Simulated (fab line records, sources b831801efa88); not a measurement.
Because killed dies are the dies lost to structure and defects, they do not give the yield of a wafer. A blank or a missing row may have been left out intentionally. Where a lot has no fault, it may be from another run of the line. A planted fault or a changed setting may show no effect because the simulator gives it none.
Matching of chambers | flow sky130 | SKY_LI_CONTACT_HDPCVD_00 on hdpcvd-02: 3 sister chambers
The step deposits PSG, target thk 930 nm, time 155 s. 14 wafers are shown with their chamber, then 7 later ones without.

## EACH WAFER AND ITS CHAMBER
wafer  | chamber | sih4FlowSccm (sccm) | pressureMtorr (mTorr)
L362.2 | 1       | 59.95               | 6.010
L362.4 | 0       | 60.06               | 6.011
L362.6 | 2       | 60.11               | 6.000
L363.1 | 0       | 59.63               | 6.003
L363.2 | 2       | 59.87               | 6.010
L363.5 | 2       | 60.04               | 5.988
L366.1 | 2       | 59.65               | 6.005
L366.5 | 0       | 60.09               | 5.990
L366.6 | 1       | 60.11               | 6.013
L367.1 | 2       | 59.88               | 6.019
L367.2 | 1       | 60.21               | 5.984
L367.3 | 0       | 59.92               | 5.996
L379.1 | 2       | 60.00               | 5.989
L379.5 | 1       | 60.06               | 6.004

SIGNATURES, as means of the wafers listed above
reading       | chamber 0 | chamber 1 | chamber 2 | scatter within a chamber
sih4FlowSccm  | 59.9250   | 60.0825   | 59.9250   | 0.166
pressureMtorr | 6.00000   | 6.00275   | 6.00183   | 0.0116
Rule: for each reading, subtract the chamber's mean from the wafer's reading, divide by that reading's scatter and square the result; add these up over the readings and take the root, which gives the wafer's distance from the chamber. If the next closest chamber is less than 2 further off than the closest, the wafer can't be placed; otherwise it belongs to the closest. The scatter: take each reading less its chamber's mean, square it, sum over the shown wafers, divide by the number of wafers less the number of chambers, and take the root.

## WAFERS WITH NO CHAMBER GIVEN
wafer  | sih4FlowSccm (sccm) | pressureMtorr (mTorr)
L379.6 | 60.08               | 6.005
L383.3 | 60.10               | 5.999
L383.4 | 59.91               | 5.970
L383.5 | 60.17               | 5.986
L384.2 | 59.84               | 5.989
L384.4 | 60.15               | 5.991
L384.5 | 59.97               | 6.019

## EACH ONE'S CHAMBER
wafer  | from the rows above          | in truth
L379.6 | can't be placed: 1 or 2 or 0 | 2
L383.3 | can't be placed: 1 or 0 or 2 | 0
L383.4 | can't be placed: 0 or 2 or 1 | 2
L383.5 | can't be placed: 1 or 0 or 2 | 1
L384.2 | can't be placed: 0 or 2 or 1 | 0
L384.4 | can't be placed: 1 or 0 or 2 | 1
L384.5 | can't be placed: 2 or 1 or 0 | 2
Correctly placed: 0 of 7. These rows do not allow placing 7 (true chamber among the candidates in 7). 0 placed wrongly.
